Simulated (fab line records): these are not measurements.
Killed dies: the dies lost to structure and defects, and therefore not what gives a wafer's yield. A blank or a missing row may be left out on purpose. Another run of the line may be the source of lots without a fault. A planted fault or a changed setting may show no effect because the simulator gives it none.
Which of the tools did it? ; flow gf180mcu ; 12 lots, 36 wafers sampled, at 5 steps of a route of 602

WHAT EACH GAUGE READ, for each wafer
GF_NWELL_OVL_MEAS_07.
lot;measured;on;NWELL_OVL (nm)
L981;day 3 07:13;overlay-02;-3.3 -2.0 -2.3
L984;day 3 23:16;overlay-01;-0.1 -1.0 -0.7
L985;day 4 03:46;overlay-02;-2.2 -2.9 -3.6
L987;day 4 15:40;overlay-02;-0.8 -3.5 -3.3
L988;day 4 19:47;overlay-02;0.1 -0.6 -1.0
L989;day 5 02:22;overlay-01;0.7 -2.1 0.1
L990;day 5 12:16;overlay-01;-0.5 -2.3 -1.1
L991;day 5 21:49;overlay-02;0.1 1.6 -1.2
L994;day 6 08:18;overlay-01;0.9 0.8 2.0
L995;day 6 12:51;overlay-02;-3.1 -2.7 -3.8
L997;day 7 00:46;overlay-01;1.7 0.3 0.9
L998;day 7 06:09;overlay-02;-1.8 -1.5 -1.7

GF_DUAL_GATE_THK_MEAS_03.
lot;measured;on;DUAL_GATE_OXIDATION_00_THK (nm)
L981;day 7 16:07;film_metro-01;11.33 11.56 11.38
L984;day 8 09:59;film_metro-04;11.09 10.97 11.02
L985;day 8 15:37;film_metro-04;11.36 11.45 11.26
L987;day 9 07:05;film_metro-02;10.92 11.00 11.09
L988;day 9 13:05;film_metro-01;11.16 11.11 11.18
L989;day 9 20:38;film_metro-02;10.65 10.83 10.83
L990;day 10 08:05;film_metro-01;10.80 10.99 10.88
L991;day 10 21:56;film_metro-04;10.96 10.82 10.81
L994;day 11 09:56;film_metro-04;11.06 10.79 10.98
L995;day 11 15:11;film_metro-04;10.76 10.72 10.85
L997;day 12 09:37;film_metro-02;10.49 10.74 10.68
L998;day 12 13:53;film_metro-02;11.03 10.87 11.21

EACH LOT AND THE TOOL THAT RAN IT (in order: tool; ch and the chambers of the sampled wafers; start)
lot;GF_STI_ETCH_14;GF_STI_STRIP_15;GF_NWELL_STRIP_10
L981;rie_si-02 ch 0,1,2, day 2 01:30;plasma_asher-01 ch 0,1, day 2 01:35;plasma_asher-04 ch 0,1, day 3 07:34
L984;rie_si-01 ch 2,3, day 2 16:45;plasma_asher-01 ch 0,1, day 2 16:52;plasma_asher-04 ch 0,1, day 3 23:37
L985;rie_si-01 ch 0,1, day 2 21:15;plasma_asher-04 ch 0,1, day 2 21:20;plasma_asher-04 ch 0,1, day 4 04:06
L987;rie_si-02 ch 2,3, day 3 09:11;plasma_asher-01 ch 0,1, day 3 09:15;plasma_asher-01 ch 0,1, day 4 16:00
L988;rie_si-01 ch 0,2,3, day 3 13:09;plasma_asher-03 ch 0,1, day 3 13:16;plasma_asher-02 ch 0,1, day 4 20:08
L989;rie_si-01 ch 1,2,3, day 3 19:03;plasma_asher-03 ch 0,1, day 3 19:08;plasma_asher-04 ch 0,1, day 5 02:41
L990;rie_si-01 ch 0,3, day 4 04:32;plasma_asher-01 ch 0,1, day 4 04:36;plasma_asher-02 ch 0,1, day 5 12:37
L991;rie_si-02 ch 1,3, day 4 08:37;plasma_asher-04 ch 0,1, day 4 08:42;plasma_asher-01 ch 0,1, day 5 22:08
L994;rie_si-02 ch 0,1, day 4 20:30;plasma_asher-03 ch 0,1, day 4 20:35;plasma_asher-01 ch 0,1, day 6 08:38
L995;rie_si-02 ch 0,2,3, day 5 02:29;plasma_asher-01 ch 0,1, day 5 02:33;plasma_asher-01 ch 0,1, day 6 13:11
L997;rie_si-02 ch 0,1,3, day 5 14:12;plasma_asher-04 ch 0,1, day 5 14:17;plasma_asher-02 ch 0,1, day 7 01:06
L998;rie_si-01 ch 1,2,3, day 5 18:19;plasma_asher-01 ch 0,1, day 5 18:23;plasma_asher-04 ch 0,1, day 7 06:30
- GF_STI_ETCH_14: etches Si in HBr/Cl2/O2, target depth 360 nm, time 102.9 s.
- GF_STI_STRIP_15: strips in O2/N2.
- GF_NWELL_STRIP_10: strips in O2/N2.

WHAT THE TOOLS THEMSELVES READ (means of the sampled wafers that have a number; where no wafer has one, the mark that the record gives instead)
GF_STI_ETCH_14.
lot;tool;drypump_motor_current_A (A);he_backside_leak_sccm (sccm);oes_product_au (a.u.);throttle_valve_pct (%)
L981;rie_si-02;5.8;2.78;1.001;25.647
L984;rie_si-01;5.4;2.63;0.996;25.665
L985;rie_si-01;6.0;2.89;1.004;25.646
L987;rie_si-02;5.6;2.71;0.998;25.644
L988;rie_si-01;5.8;2.51;0.998;25.665
L989;rie_si-01;5.7;2.68;0.997;25.662
L990;rie_si-01;5.3;2.63;1.008;25.648
L991;rie_si-02;5.3;2.86;1.000;25.661
L994;rie_si-02;5.9;2.76;0.996;25.666
L995;rie_si-02;5.8;2.53;1.044;25.632
L997;rie_si-02;5.6;2.70;1.058;25.608
L998;rie_si-01;5.7;2.56;0.999;25.659

GF_STI_STRIP_15.
lot;tool;drypump_motor_current_A (A);heater_power_w (W);oes_product_au (a.u.);strip_time_to_endpoint_s (s)
L981;plasma_asher-01;5.2;347;0.389;3.78
L984;plasma_asher-01;5.3;326;0.385;3.75
L985;plasma_asher-04;5.8;303;0.380;3.72
L987;plasma_asher-01;5.3;348;0.389;3.75
L988;plasma_asher-03;4.9;346;0.393;3.80
L989;plasma_asher-03;5.3;346;0.384;3.73
L990;plasma_asher-01;5.3;325;0.377;3.67
L991;plasma_asher-04;6.0;308;0.382;3.72
L994;plasma_asher-03;5.3;347;0.382;3.72
L995;plasma_asher-01;5.3;322;0.380;3.65
L997;plasma_asher-04;5.8;301;0.380;3.65
L998;plasma_asher-01;5.3;328;0.388;3.78

GF_NWELL_STRIP_10.
lot;tool;drypump_motor_current_A (A);heater_power_w (W);oes_product_au (a.u.);strip_time_to_endpoint_s (s)
L981;plasma_asher-04;6.1;307;0.719;37.03
L984;plasma_asher-04;6.1;303;0.721;36.88
L985;plasma_asher-04;5.8;303;0.723;36.91
L987;plasma_asher-01;5.3;332;0.722;37.08
L988;plasma_asher-02;5.9;362;0.727;36.90
L989;plasma_asher-04;6.0;301;0.726;37.13
L990;plasma_asher-02;6.1;345;0.722;37.08
L991;plasma_asher-01;5.3;327;0.723;36.85
L994;plasma_asher-01;5.2;344;0.717;36.88
L995;plasma_asher-01;5.3;324;0.722;36.97
L997;plasma_asher-02;6.0;339;0.721;36.98
L998;plasma_asher-04;6.0;302;0.724;37.17

THE ANSWER, worked out from the rows above alone
Rule: the usual values come from the lots themselves. The widest of any qualifying gaps counts: lots, ordered by their means at a reading, are off when they make up no more than a third of the lots, leave a main group of 4 or more, and stand apart from it by 3 or more times the standard deviation of that group's means. The tables above print the reading to a certain number of digits; a main group whose means all agree to those digits is not used. Also off: a lot with no number at a reading for which 4 or more lots have one. The other lots that the step has rows for count as sound. First the gauges in route order, then the tools' own readings, where a lot's mean is used as printed above. The first step at which some lot is off is used, and at that step the reading that is off furthest; a lot without a number counts as furthest.
Off: L995, L997, at GF_STI_ETCH_14 (oes_product_au). The main group: mean 1.000 a.u., standard deviation 0.0036.
A tool fits if, at that step or a process step before it, it ran every lot that is off, and no sound lot after the first of them. One candidate fits, namely rie_si-02 at GF_STI_ETCH_14. Its last sound lot is L994 (day 4 20:30), its first lot that is off L995 (day 5 02:29): a fault that began between those two fits.
The tool's own readings at GF_STI_ETCH_14 bear it out: on the lots that are off they differ by more than 5 times the standard deviation of the sound lots' means. oes_product_au reads 1.051 a.u. there against 1.000 a.u. on the sound lots.

WHAT THE SIMULATOR HAD INSERTED
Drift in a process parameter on rie_si-02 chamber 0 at GF_STI_ETCH_14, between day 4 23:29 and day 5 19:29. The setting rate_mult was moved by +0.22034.
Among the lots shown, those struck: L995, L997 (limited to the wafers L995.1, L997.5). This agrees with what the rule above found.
